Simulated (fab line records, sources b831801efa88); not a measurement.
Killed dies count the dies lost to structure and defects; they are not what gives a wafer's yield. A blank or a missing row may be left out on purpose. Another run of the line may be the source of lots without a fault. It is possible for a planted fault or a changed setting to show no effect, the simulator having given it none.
fab line records / flow gf180mcu
record lots=5 wafers=15 lastDay=34
route steps=602 shown DNWELL@40 NWELL@42 LVPWELL@54 MVSD@66
lots untouched by any fault: they come from a run of this same line in which no faults occurred
startH: start of the lot's first displayed wafer, in hours after the record's first day / waitH: hours from the lot's prior step to this one / " repeats the value in the row above / L1.1+2: several wafers, shown together as one row / - no value, or no start given / * or withheld: withheld / < > ~ a bound
route shown NAME@n: a module of which the file shows steps, and the number in the route of the first / usual: average and standard deviation across the fault-free wafers / same: alike in all rows / chamber/n: place in a boat / sites: the reading at each site / _std_site: the standard deviation of these / _edge_site: outer sites' mean less inner sites' / radiusMm: how far each site lies from the wafer's centre / mask NAME#n: copy n / behind: the tool/chamber that last shaped the wafer / hold: what put the lot on hold/how long, in hours/how the hold closed / device: whichever transistor did not switch (one of n, p or np) / end of line: the route-end tests of the same wafers / a step without rows: its recipe alone / killed: not the wafer's yield, but the dies lost to structure and defects at the first sort / map: a wafer's dies, x killed, . not, _ none there
set.NAME: the setting as run; set.NAME@STEP: as run at that earlier step / model.NAME: the simulator's own value behind a step, which no gauge read
lots at selected steps of the route; one table per step, one row per wafer
services: when a tool's chamber went out of use (startH, in hours from the record's first day, below 0 if earlier), for how many hours, and the reason
## steps
# step GF_DNWELL_STRIP_08
# recipe chemistry=O2/N2 powerW=1400 pressureMtorr=1500 platenTempC=250 o2FlowSccm=3000 n2FlowSccm=300 overashFraction=0.5
# usual drypumpMotorCurrentA=5.6/0.4 heaterPowerW=321/36 oesProductAu=0.722/0.0046 stripTimeToEndpointS=37.00/0.099
# same overashFraction=0.5
lot.wafer=L324.1 tool=plasmaAsher-04 chamber=1 startH=75.79 waitH=0.1 drypumpMotorCurrentA=5.8 heaterPowerW=315 oesProductAu=0.727 rfHoursCounterH=29 stripTimeToEndpointS=37.19
lot.wafer=L324.2 tool=plasmaAsher-04 chamber=0 startH=75.79 waitH=0.1 drypumpMotorCurrentA=5.2 heaterPowerW=279 oesProductAu=0.722 rfHoursCounterH=29 stripTimeToEndpointS=37.14
lot.wafer=L324.4 tool=plasmaAsher-04 chamber=0 startH=75.79 waitH=0.1 drypumpMotorCurrentA=5.2 heaterPowerW=278 oesProductAu=0.721 rfHoursCounterH=- stripTimeToEndpointS=37.17
lot.wafer=L325.2 tool=plasmaAsher-01 chamber=0 startH=81.39 waitH=0.1 drypumpMotorCurrentA=6.2 heaterPowerW=307 oesProductAu=0.721 rfHoursCounterH=38 stripTimeToEndpointS=36.75
lot.wafer=L325.4 tool=plasmaAsher-01 chamber=1 startH=81.39 waitH=0.1 drypumpMotorCurrentA=5.2 heaterPowerW=335 oesProductAu=0.726 rfHoursCounterH=- stripTimeToEndpointS=36.80
lot.wafer=L325.6 tool=plasmaAsher-01 chamber=0 startH=81.39 waitH=0.1 drypumpMotorCurrentA=6.2 heaterPowerW=306 oesProductAu=0.727 rfHoursCounterH=- stripTimeToEndpointS=36.89
lot.wafer=L332.1 tool=plasmaAsher-04 chamber=1 startH=121.56 waitH=0.1 drypumpMotorCurrentA=5.8 heaterPowerW=317 oesProductAu=0.723 rfHoursCounterH=35 stripTimeToEndpointS=37.03
lot.wafer=L332.4 tool=plasmaAsher-04 chamber=0 startH=121.56 waitH=0.1 drypumpMotorCurrentA=5.2 heaterPowerW=278 oesProductAu=0.724 rfHoursCounterH=- stripTimeToEndpointS=37.03
lot.wafer=L332.5 tool=plasmaAsher-04 chamber=0 startH=121.56 waitH=0.1 drypumpMotorCurrentA=5.1 heaterPowerW=274 oesProductAu=0.715 rfHoursCounterH=- stripTimeToEndpointS=37.04
lot.wafer=L340.1 tool=plasmaAsher-03 chamber=0 startH=164.09 waitH=0.1 drypumpMotorCurrentA=6.0 heaterPowerW=302 oesProductAu=0.724 rfHoursCounterH=57 stripTimeToEndpointS=37.16
lot.wafer=L340.2 tool=plasmaAsher-03 chamber=1 startH=164.09 waitH=0.1 drypumpMotorCurrentA=5.4 heaterPowerW=391 oesProductAu=0.724 rfHoursCounterH=57 stripTimeToEndpointS=36.95
lot.wafer=L340.6 tool=plasmaAsher-03 chamber=1 startH=164.09 waitH=0.1 drypumpMotorCurrentA=5.4 heaterPowerW=407 oesProductAu=0.719 rfHoursCounterH=- stripTimeToEndpointS=37.04
lot.wafer=L341.2 tool=plasmaAsher-04 chamber=1 startH=169.49 waitH=0.1 drypumpMotorCurrentA=5.8 heaterPowerW=321 oesProductAu=0.731 rfHoursCounterH=41 stripTimeToEndpointS=37.00
lot.wafer=L341.3 tool=plasmaAsher-04 chamber=0 startH=169.49 waitH=0.1 drypumpMotorCurrentA=5.2 heaterPowerW=281 oesProductAu=0.718 rfHoursCounterH=- stripTimeToEndpointS=36.92
lot.wafer=L341.6 tool=plasmaAsher-04 chamber=1 startH=169.49 waitH=0.1 drypumpMotorCurrentA=5.8 heaterPowerW=312 oesProductAu=0.725 rfHoursCounterH=- stripTimeToEndpointS=36.97
# step GF_DNWELL_TW_MEAS_09
# usual DNWELL_TW=1357/11
lot.wafer=L324.1 tool=filmMetro-04 chamber=- startH=75.89 waitH=0.1 DNWELL_TW=1339
lot.wafer=L324.2 tool=filmMetro-04 chamber=- startH=75.89 waitH=0.1 DNWELL_TW=1347
lot.wafer=L324.4 tool=filmMetro-04 chamber=- startH=75.89 waitH=0.1 DNWELL_TW=1344
lot.wafer=L325.2 tool=filmMetro-01 chamber=- startH=81.50 waitH=0.1 DNWELL_TW=1344
lot.wafer=L325.4 tool=filmMetro-01 chamber=- startH=81.50 waitH=0.1 DNWELL_TW=1340
lot.wafer=L325.6 tool=filmMetro-01 chamber=- startH=81.50 waitH=0.1 DNWELL_TW=1356
lot.wafer=L332.1 tool=filmMetro-04 chamber=- startH=121.66 waitH=0.1 DNWELL_TW=1370
lot.wafer=L332.4 tool=filmMetro-04 chamber=- startH=121.66 waitH=0.1 DNWELL_TW=1375
lot.wafer=L332.5 tool=filmMetro-04 chamber=- startH=121.66 waitH=0.1 DNWELL_TW=1369
lot.wafer=L340.1 tool=filmMetro-01 chamber=- startH=164.19 waitH=0.1 DNWELL_TW=1354
lot.wafer=L340.2 tool=filmMetro-01 chamber=- startH=164.19 waitH=0.1 DNWELL_TW=1347
lot.wafer=L340.6 tool=filmMetro-01 chamber=- startH=164.19 waitH=0.1 DNWELL_TW=1358
lot.wafer=L341.2 tool=filmMetro-01 chamber=- startH=169.60 waitH=0.1 DNWELL_TW=1359
lot.wafer=L341.3 tool=filmMetro-01 chamber=- startH=169.60 waitH=0.1 DNWELL_TW=1354
lot.wafer=L341.6 tool=filmMetro-01 chamber=- startH=169.60 waitH=0.1 DNWELL_TW=1357
# step GF_NWELL_DEHYDRATE_00
# recipe tempC=200 timeS=60
# step GF_NWELL_HMDS_01
# recipe primeTimeS=60 primeTempC=120
# step GF_NWELL_COAT_02
# recipe spinRpm=2000 resistThkNm=3000
# step GF_NWELL_SOFTBAKE_03
# recipe tempC=110 timeS=withheld
# step GF_NWELL_EXPOSE_04
# recipe maskId=Nwell targetCdNm=860 na=0.6 sourceShape=conventional sigmaOuter=0.6 doseMj=260
# step GF_NWELL_PEB_05
# recipe tempC=115 timeS=withheld
# step GF_NWELL_DEVELOP_06
# recipe wallAngleDeg=90 developTimeS=60 devTempC=23
# step GF_NWELL_OVL_MEAS_07
# usual NWELL_OVL=-0.3/1.6
lot.wafer=L324.1 tool=overlay-01 chamber=- startH=89.67 waitH=- NWELL_OVL[nm]=-0.8
lot.wafer=L324.2 tool=overlay-01 chamber=- startH=89.67 waitH=- NWELL_OVL[nm]=0.7
lot.wafer=L324.4 tool=overlay-01 chamber=- startH=89.67 waitH=- NWELL_OVL[nm]=-0.7
lot.wafer=L325.2 tool=overlay-01 chamber=- startH=95.32 waitH=- NWELL_OVL[nm]=-0.5
lot.wafer=L325.4 tool=overlay-01 chamber=- startH=95.32 waitH=- NWELL_OVL[nm]=0.2
lot.wafer=L325.6 tool=overlay-01 chamber=- startH=95.32 waitH=- NWELL_OVL[nm]=1.3
lot.wafer=L332.1 tool=overlay-01 chamber=- startH=136.75 waitH=- NWELL_OVL[nm]=0.9
lot.wafer=L332.4 tool=overlay-01 chamber=- startH=136.75 waitH=- NWELL_OVL[nm]=1.8
lot.wafer=L332.5 tool=overlay-01 chamber=- startH=136.75 waitH=- NWELL_OVL[nm]=0.6
lot.wafer=L340.1 tool=overlay-02 chamber=- startH=180.61 waitH=- NWELL_OVL[nm]=0.8
lot.wafer=L340.2 tool=overlay-02 chamber=- startH=180.61 waitH=- NWELL_OVL[nm]=-0.1
lot.wafer=L340.6 tool=overlay-02 chamber=- startH=180.61 waitH=- NWELL_OVL[nm]=1.4
lot.wafer=L341.2 tool=overlay-01 chamber=- startH=186.36 waitH=- NWELL_OVL[nm]=-1.7
lot.wafer=L341.3 tool=overlay-01 chamber=- startH=186.36 waitH=- NWELL_OVL[nm]=-1.6
lot.wafer=L341.6 tool=overlay-01 chamber=- startH=186.36 waitH=- NWELL_OVL[nm]=-1.1
# step GF_NWELL_IMPLANT_08
# recipe species=P energyKev=450 doseCm2=1.5e+13 tiltDeg=0
# step GF_NWELL_IMPLANT_09
# recipe species=P energyKev=160 doseCm2=4e+12 tiltDeg=0
# step GF_NWELL_STRIP_10
# recipe chemistry=O2/N2 powerW=1400 pressureMtorr=1500 platenTempC=250 o2FlowSccm=3000 n2FlowSccm=300 overashFraction=0.5
# usual drypumpMotorCurrentA=5.6/0.37 heaterPowerW=318/42 oesProductAu=0.722/0.0047 stripTimeToEndpointS=36.97/0.1
# same overashFraction=0.5
lot.wafer=L324.1 tool=plasmaAsher-04 chamber=1 startH=90.00 waitH=0.1 drypumpMotorCurrentA=5.8 heaterPowerW=314 oesProductAu=0.724 rfHoursCounterH=31 stripTimeToEndpointS=36.74 model.coat_of_NWELL_COAT_02.thkNm=0
lot.wafer=L324.2 tool=plasmaAsher-04 chamber=0 startH=90.00 waitH=0.1 drypumpMotorCurrentA=5.2 heaterPowerW=280 oesProductAu=0.719 rfHoursCounterH=31 stripTimeToEndpointS=36.97 model.coat_of_NWELL_COAT_02.thkNm=0
lot.wafer=L324.4 tool=plasmaAsher-04 chamber=0 startH=90.00 waitH=0.1 drypumpMotorCurrentA=5.2 heaterPowerW=280 oesProductAu=0.725 rfHoursCounterH=- stripTimeToEndpointS=36.94 model.coat_of_NWELL_COAT_02.thkNm=0
lot.wafer=L325.2 tool=plasmaAsher-03 chamber=1 startH=95.65 waitH=0.1 drypumpMotorCurrentA=5.4 heaterPowerW=399 oesProductAu=0.727 rfHoursCounterH=48 stripTimeToEndpointS=37.06 model.coat_of_NWELL_COAT_02.thkNm=0
lot.wafer=L325.4 tool=plasmaAsher-03 chamber=0 startH=95.65 waitH=0.1 drypumpMotorCurrentA=6.0 heaterPowerW=305 oesProductAu=0.724 rfHoursCounterH=- stripTimeToEndpointS=37.07 model.coat_of_NWELL_COAT_02.thkNm=0
lot.wafer=L325.6 tool=plasmaAsher-03 chamber=0 startH=95.65 waitH=0.1 drypumpMotorCurrentA=6.0 heaterPowerW=296 oesProductAu=0.722 rfHoursCounterH=- stripTimeToEndpointS=37.10 model.coat_of_NWELL_COAT_02.thkNm=0
lot.wafer=L332.1 tool=plasmaAsher-02 chamber=1 startH=137.08 waitH=0.1 drypumpMotorCurrentA=5.5 heaterPowerW=290 oesProductAu=0.938 rfHoursCounterH=2 stripTimeToEndpointS=- model.coat_of_NWELL_COAT_02.thkNm=1491
lot.wafer=L332.4 tool=plasmaAsher-02 chamber=0 startH=137.08 waitH=0.1 drypumpMotorCurrentA=6.4 heaterPowerW=358 oesProductAu=0.939 rfHoursCounterH=- stripTimeToEndpointS=- model.coat_of_NWELL_COAT_02.thkNm=1492
lot.wafer=L332.5 tool=plasmaAsher-02 chamber=0 startH=137.08 waitH=0.1 drypumpMotorCurrentA=6.4 heaterPowerW=365 oesProductAu=0.938 rfHoursCounterH=- stripTimeToEndpointS=- model.coat_of_NWELL_COAT_02.thkNm=1489
lot.wafer=L340.1 tool=plasmaAsher-04 chamber=0 startH=180.94 waitH=0.1 drypumpMotorCurrentA=5.2 heaterPowerW=275 oesProductAu=0.715 rfHoursCounterH=42 stripTimeToEndpointS=37.07 model.coat_of_NWELL_COAT_02.thkNm=0
lot.wafer=L340.2 tool=plasmaAsher-04 chamber=1 startH=180.94 waitH=0.1 drypumpMotorCurrentA=5.8 heaterPowerW=319 oesProductAu=0.724 rfHoursCounterH=42 stripTimeToEndpointS=37.12 model.coat_of_NWELL_COAT_02.thkNm=0
lot.wafer=L340.6 tool=plasmaAsher-04 chamber=1 startH=180.94 waitH=0.1 drypumpMotorCurrentA=5.8 heaterPowerW=310 oesProductAu=0.719 rfHoursCounterH=- stripTimeToEndpointS=36.99 model.coat_of_NWELL_COAT_02.thkNm=0
lot.wafer=L341.2 tool=plasmaAsher-04 chamber=0 startH=186.69 waitH=0.1 drypumpMotorCurrentA=5.2 heaterPowerW=280 oesProductAu=0.719 rfHoursCounterH=42 stripTimeToEndpointS=36.89 model.coat_of_NWELL_COAT_02.thkNm=0
lot.wafer=L341.3 tool=plasmaAsher-04 chamber=1 startH=186.69 waitH=0.1 drypumpMotorCurrentA=5.8 heaterPowerW=321 oesProductAu=0.723 rfHoursCounterH=- stripTimeToEndpointS=36.77 model.coat_of_NWELL_COAT_02.thkNm=0
lot.wafer=L341.6 tool=plasmaAsher-04 chamber=0 startH=186.69 waitH=0.1 drypumpMotorCurrentA=5.2 heaterPowerW=276 oesProductAu=0.729 rfHoursCounterH=- stripTimeToEndpointS=36.72 model.coat_of_NWELL_COAT_02.thkNm=0
# step GF_NWELL_TW_MEAS_11
# usual NWELL_TW=1568/7.3
lot.wafer=L324.1 tool=filmMetro-01 chamber=- startH=90.10 waitH=0.1 NWELL_TW=1576
lot.wafer=L324.2 tool=filmMetro-01 chamber=- startH=90.10 waitH=0.1 NWELL_TW=1567
lot.wafer=L324.4 tool=filmMetro-01 chamber=- startH=90.10 waitH=0.1 NWELL_TW=1572
lot.wafer=L325.2 tool=filmMetro-02 chamber=- startH=95.76 waitH=0.1 NWELL_TW=1570
lot.wafer=L325.4 tool=filmMetro-02 chamber=- startH=95.76 waitH=0.1 NWELL_TW=1568
lot.wafer=L325.6 tool=filmMetro-02 chamber=- startH=95.76 waitH=0.1 NWELL_TW=1564
lot.wafer=L332.1 tool=filmMetro-03 chamber=- startH=137.18 waitH=0.1 NWELL_TW=1565
lot.wafer=L332.4 tool=filmMetro-03 chamber=- startH=137.18 waitH=0.1 NWELL_TW=1562
lot.wafer=L332.5 tool=filmMetro-03 chamber=- startH=137.18 waitH=0.1 NWELL_TW=1560
lot.wafer=L340.1 tool=filmMetro-01 chamber=- startH=181.04 waitH=0.1 NWELL_TW=1572
lot.wafer=L340.2 tool=filmMetro-01 chamber=- startH=181.04 waitH=0.1 NWELL_TW=1573
lot.wafer=L340.6 tool=filmMetro-01 chamber=- startH=181.04 waitH=0.1 NWELL_TW=1586
lot.wafer=L341.2 tool=filmMetro-03 chamber=- startH=186.80 waitH=0.1 NWELL_TW=1558
lot.wafer=L341.3 tool=filmMetro-03 chamber=- startH=186.80 waitH=0.1 NWELL_TW=1546
lot.wafer=L341.6 tool=filmMetro-03 chamber=- startH=186.80 waitH=0.1 NWELL_TW=1562
# step GF_LVPWELL_DEHYDRATE_00
# recipe tempC=200 timeS=60
# step GF_LVPWELL_HMDS_01
# recipe primeTimeS=60 primeTempC=120
# step GF_LVPWELL_COAT_02
# recipe spinRpm=2000 resistThkNm=3000
# step GF_LVPWELL_SOFTBAKE_03
# recipe tempC=110 timeS=withheld
# step GF_LVPWELL_EXPOSE_04
# recipe maskId=LVPWELL targetCdNm=600 na=0.6 sourceShape=conventional sigmaOuter=0.6 doseMj=260
# step GF_LVPWELL_PEB_05
# recipe tempC=115 timeS=withheld
# step GF_LVPWELL_DEVELOP_06
# recipe wallAngleDeg=90 developTimeS=60 devTempC=23
# step GF_LVPWELL_OVL_MEAS_07
# usual LVPWELL_OVL=0.1/1.4
lot.wafer=L324.1 tool=overlay-01 chamber=- startH=104.17 waitH=- LVPWELL_OVL[nm]=-1.1
lot.wafer=L324.2 tool=overlay-01 chamber=- startH=104.17 waitH=- LVPWELL_OVL[nm]=0.0
lot.wafer=L324.4 tool=overlay-01 chamber=- startH=104.17 waitH=- LVPWELL_OVL[nm]=2.3
lot.wafer=L325.2 tool=overlay-02 chamber=- startH=109.42 waitH=- LVPWELL_OVL[nm]=-0.6
lot.wafer=L325.4 tool=overlay-02 chamber=- startH=109.42 waitH=- LVPWELL_OVL[nm]=1.9
lot.wafer=L325.6 tool=overlay-02 chamber=- startH=109.42 waitH=- LVPWELL_OVL[nm]=1.2
lot.wafer=L332.1 tool=overlay-02 chamber=- startH=152.74 waitH=- LVPWELL_OVL[nm]=2.1
lot.wafer=L332.4 tool=overlay-02 chamber=- startH=152.74 waitH=- LVPWELL_OVL[nm]=1.4
lot.wafer=L332.5 tool=overlay-02 chamber=- startH=152.74 waitH=- LVPWELL_OVL[nm]=1.7
lot.wafer=L340.1 tool=overlay-01 chamber=- startH=197.06 waitH=- LVPWELL_OVL[nm]=0.3
lot.wafer=L340.2 tool=overlay-01 chamber=- startH=197.06 waitH=- LVPWELL_OVL[nm]=-0.7
lot.wafer=L340.6 tool=overlay-01 chamber=- startH=197.06 waitH=- LVPWELL_OVL[nm]=-0.1
lot.wafer=L341.2 tool=overlay-02 chamber=- startH=203.21 waitH=- LVPWELL_OVL[nm]=3.2
lot.wafer=L341.3 tool=overlay-02 chamber=- startH=203.21 waitH=- LVPWELL_OVL[nm]=2.7
lot.wafer=L341.6 tool=overlay-02 chamber=- startH=203.21 waitH=- LVPWELL_OVL[nm]=0.7
# step GF_LVPWELL_IMPLANT_08
# recipe species=B energyKev=170 doseCm2=1.5e+13 tiltDeg=0
# step GF_LVPWELL_IMPLANT_09
# recipe species=B energyKev=60 doseCm2=5e+12 tiltDeg=0
# step GF_LVPWELL_STRIP_10
# recipe chemistry=O2/N2 powerW=1400 pressureMtorr=1500 platenTempC=250 o2FlowSccm=3000 n2FlowSccm=300 overashFraction=0.5
# usual drypumpMotorCurrentA=5.7/0.45 heaterPowerW=315/28 oesProductAu=0.722/0.0048 stripTimeToEndpointS=37.01/0.12
# same overashFraction=0.5
lot.wafer=L324.1 tool=plasmaAsher-01 chamber=0 startH=104.50 waitH=0.1 drypumpMotorCurrentA=6.1 heaterPowerW=303 oesProductAu=0.725 rfHoursCounterH=41 stripTimeToEndpointS=37.19
lot.wafer=L324.2 tool=plasmaAsher-01 chamber=1 startH=104.50 waitH=0.1 drypumpMotorCurrentA=5.2 heaterPowerW=333 oesProductAu=0.721 rfHoursCounterH=41 stripTimeToEndpointS=37.28
lot.wafer=L324.4 tool=plasmaAsher-01 chamber=1 startH=104.50 waitH=0.1 drypumpMotorCurrentA=5.2 heaterPowerW=337 oesProductAu=0.713 rfHoursCounterH=- stripTimeToEndpointS=37.22
lot.wafer=L325.2 tool=plasmaAsher-01 chamber=0 startH=109.75 waitH=0.1 drypumpMotorCurrentA=6.1 heaterPowerW=305 oesProductAu=0.714 rfHoursCounterH=42 stripTimeToEndpointS=37.13
lot.wafer=L325.4 tool=plasmaAsher-01 chamber=1 startH=109.75 waitH=0.1 drypumpMotorCurrentA=5.2 heaterPowerW=338 oesProductAu=0.719 rfHoursCounterH=- stripTimeToEndpointS=37.18
lot.wafer=L325.6 tool=plasmaAsher-01 chamber=0 startH=109.75 waitH=0.1 drypumpMotorCurrentA=6.2 heaterPowerW=305 oesProductAu=0.721 rfHoursCounterH=- stripTimeToEndpointS=37.20
lot.wafer=L332.1 tool=plasmaAsher-01 chamber=1 startH=153.07 waitH=0.1 drypumpMotorCurrentA=5.2 heaterPowerW=343 oesProductAu=0.729 rfHoursCounterH=47 stripTimeToEndpointS=58.95
lot.wafer=L332.4 tool=plasmaAsher-01 chamber=0 startH=153.07 waitH=0.1 drypumpMotorCurrentA=6.2 heaterPowerW=308 oesProductAu=0.738 rfHoursCounterH=- stripTimeToEndpointS=59.05
lot.wafer=L332.5 tool=plasmaAsher-01 chamber=1 startH=153.07 waitH=0.1 drypumpMotorCurrentA=5.2 heaterPowerW=343 oesProductAu=0.731 rfHoursCounterH=- stripTimeToEndpointS=58.94
lot.wafer=L340.1 tool=plasmaAsher-02 chamber=1 startH=197.40 waitH=0.1 drypumpMotorCurrentA=5.5 heaterPowerW=283 oesProductAu=0.719 rfHoursCounterH=7 stripTimeToEndpointS=37.10
lot.wafer=L340.2 tool=plasmaAsher-02 chamber=0 startH=197.40 waitH=0.1 drypumpMotorCurrentA=6.3 heaterPowerW=361 oesProductAu=0.723 rfHoursCounterH=7 stripTimeToEndpointS=37.08
lot.wafer=L340.6 tool=plasmaAsher-02 chamber=0 startH=197.40 waitH=0.1 drypumpMotorCurrentA=6.4 heaterPowerW=373 oesProductAu=0.730 rfHoursCounterH=- stripTimeToEndpointS=37.10
lot.wafer=L341.2 tool=plasmaAsher-01 chamber=0 startH=203.54 waitH=0.1 drypumpMotorCurrentA=6.1 heaterPowerW=304 oesProductAu=0.727 rfHoursCounterH=51 stripTimeToEndpointS=37.05
lot.wafer=L341.3 tool=plasmaAsher-01 chamber=0 startH=203.54 waitH=0.1 drypumpMotorCurrentA=6.1 heaterPowerW=301 oesProductAu=0.722 rfHoursCounterH=- stripTimeToEndpointS=37.03
lot.wafer=L341.6 tool=plasmaAsher-01 chamber=1 startH=203.54 waitH=0.1 drypumpMotorCurrentA=5.2 heaterPowerW=349 oesProductAu=0.723 rfHoursCounterH=- stripTimeToEndpointS=37.07
# step GF_LVPWELL_TW_MEAS_11
# usual LVPWELL_TW=559/3.1
lot.wafer=L324.1 tool=filmMetro-03 chamber=- startH=104.60 waitH=0.1 LVPWELL_TW=561
lot.wafer=L324.2 tool=filmMetro-03 chamber=- startH=104.60 waitH=0.1 LVPWELL_TW=558
lot.wafer=L324.4 tool=filmMetro-03 chamber=- startH=104.60 waitH=0.1 LVPWELL_TW=557
lot.wafer=L325.2 tool=filmMetro-03 chamber=- startH=109.86 waitH=0.1 LVPWELL_TW=561
lot.wafer=L325.4 tool=filmMetro-03 chamber=- startH=109.86 waitH=0.1 LVPWELL_TW=562
lot.wafer=L325.6 tool=filmMetro-03 chamber=- startH=109.86 waitH=0.1 LVPWELL_TW=564
lot.wafer=L332.1 tool=filmMetro-01 chamber=- startH=153.17 waitH=0.1 LVPWELL_TW=30
lot.wafer=L332.4 tool=filmMetro-01 chamber=- startH=153.17 waitH=0.1 LVPWELL_TW=30
lot.wafer=L332.5 tool=filmMetro-01 chamber=- startH=153.17 waitH=0.1 LVPWELL_TW=30
lot.wafer=L340.1 tool=filmMetro-02 chamber=- startH=197.50 waitH=0.1 LVPWELL_TW=557
lot.wafer=L340.2 tool=filmMetro-02 chamber=- startH=197.50 waitH=0.1 LVPWELL_TW=559
lot.wafer=L340.6 tool=filmMetro-02 chamber=- startH=197.50 waitH=0.1 LVPWELL_TW=558
lot.wafer=L341.2 tool=filmMetro-01 chamber=- startH=203.65 waitH=0.1 LVPWELL_TW=558
lot.wafer=L341.3 tool=filmMetro-01 chamber=- startH=203.65 waitH=0.1 LVPWELL_TW=559
lot.wafer=L341.6 tool=filmMetro-01 chamber=- startH=203.65 waitH=0.1 LVPWELL_TW=559
# step GF_MVSD_DEHYDRATE_00
# recipe tempC=200 timeS=60
## services
tool=plasmaAsher-02 chamber=- startH=62.06 hours=17.9 kind=repair
tool=plasmaAsher-02 chamber=- startH=76.89 hours=34.2 kind=repair
tool=plasmaAsher-02 chamber=- startH=111.13 hours=9.0 kind=pm
tool=plasmaAsher-02 chamber=0 startH=111.13 hours=9.0 kind=ventCycle
tool=plasmaAsher-02 chamber=1 startH=111.13 hours=9.0 kind=ventCycle
tool=plasmaAsher-02 chamber=0 startH=120.13 hours=- kind=clean
tool=plasmaAsher-02 chamber=1 startH=120.13 hours=- kind=clean
tool=plasmaAsher-02 chamber=- startH=143.25 hours=15.6 kind=pm
tool=plasmaAsher-01 chamber=- startH=185.95 hours=8.8 kind=repair
## key
firstSign step=GF_NWELL_STRIP_10 reading=oesProductAu direction=up sigmas=46 usual=0.722 struck=0.938
effect step=GF_LVPWELL_STRIP_10 reading=stripTimeToEndpointS direction=up sigmas=99+ usual=* struck=*
effect step=GF_LVPWELL_TW_MEAS_11 reading=LVPWELL_TW direction=down sigmas=99+ usual=559 struck=30
modelEffect step=GF_NWELL_STRIP_10 value=coat_of_NWELL_COAT_02.thkNm without=0 struck=1491
metAt GF_NWELL_STRIP_10
struckWafers L332.1,L332.4,L332.5
sortLeftOut L332.1,L332.4,L332.5
testerLeftOut L332
fault kind=stripAborted tool=plasmaAsher-02 chamber=- onsetH=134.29 steps=GF_NWELL_STRIP_10 offset=0.73411 endH=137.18
# testerLeftOut: of these lots the tester's yield and bins aren't shown, on N5 and GAA mostly nor the transistor test; their killed dies are dies lost to structure and defects alone, not to doping, threshold or leakage, so they don't give the yield
# sortLeftOut: the simulated sort isn't trusted on such a fault, so these wafers' sort isn't shown, and their yield isn't known
